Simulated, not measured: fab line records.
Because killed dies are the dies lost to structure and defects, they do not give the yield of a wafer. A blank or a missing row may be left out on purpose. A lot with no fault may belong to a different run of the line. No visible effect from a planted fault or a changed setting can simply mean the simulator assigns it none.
The tool behind it: which one? / flow sky130 / 7 lots, 21 wafers sampled, at 2 steps of a route of 708

## WHAT EACH GAUGE READ, for each wafer
SKY_LDD_HVN_TW_MEAS_10.
lot=L387; measured=day 21 06:53; on=film metro-03; LDD_HVN_TW=1452 1463 1455
lot=L389; measured=day 22 11:27; on=film metro-02; LDD_HVN_TW=1445 1440 1443
lot=L392; measured=day 23 03:31; on=film metro-03; LDD_HVN_TW=1468 1467 1461
lot=L397; measured=day 24 19:47; on=film metro-03; LDD_HVN_TW=1460 1459 1460
lot=L401; measured=day 26 05:31; on=film metro-01; LDD_HVN_TW=1343 1344 1344 1341 1344 1338
lot=L407; measured=day 28 05:43; on=film metro-01; LDD_HVN_TW=1430 1432 1436
lot=L409; measured=day 29 00:21; on=film metro-02; LDD_HVN_TW=1440 1443 1432

## WHAT TOOL EACH LOT RAN ON (gives the tool, then ch and the chambers of the sampled wafers, and finally the start)
lot=L387; SKY_LDD_HVN_IMPLANT_08=implanter-04 ch 0, day 21 06:38
lot=L389; SKY_LDD_HVN_IMPLANT_08=implanter-01 ch 0, day 22 11:13
lot=L392; SKY_LDD_HVN_IMPLANT_08=implanter-01 ch 0, day 23 03:16
lot=L397; SKY_LDD_HVN_IMPLANT_08=implanter-02 ch 0, day 24 19:32
lot=L401; SKY_LDD_HVN_IMPLANT_08=implanter-01 ch 0, day 26 05:17
lot=L407; SKY_LDD_HVN_IMPLANT_08=implanter-02 ch 0, day 28 05:28
lot=L409; SKY_LDD_HVN_IMPLANT_08=implanter-02 ch 0, day 29 00:07
- SKY_LDD_HVN_IMPLANT_08

## THE ANSWER, worked out from the rows above alone
Rule: the lots themselves supply what counts as usual. Put in order of their means at a reading, lots are off if they are a third of the lots or fewer, leave a main group of 4 or more, and stand apart from it by a gap of 3 or more times the standard deviation of the main group's means; of several such gaps the widest counts. Not used: any main group whose means are identical at the precision the tables above print for the reading. A lot without any number at a reading at which 4 lots or more have one is off too. The other lots that the step has rows for count as sound.
Off: L401, at SKY_LDD_HVN_TW_MEAS_10 (LDD_HVN_TW). Mean 1449 and standard deviation 12 in the main group.
If a tool, at a process step before that reading, ran all the lots that are off and no sound lot after the first of them, it fits. Gauges at SKY_LDD_HVN_TW_MEAS_10: tried the same way as those tools. One fits: SKY_LDD_HVN_IMPLANT_08 on implanter-01. A fault onset in the window from L392 (day 23 03:16, its last sound lot) to L401 (day 26 05:17, its first lot off) fits.

## WHAT THE SIMULATOR PUT IN
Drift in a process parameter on implanter-01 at SKY_LDD_HVN_IMPLANT_08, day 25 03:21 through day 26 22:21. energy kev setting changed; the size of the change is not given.
Shown lots that were struck: L401. This agrees with what the rule above found.
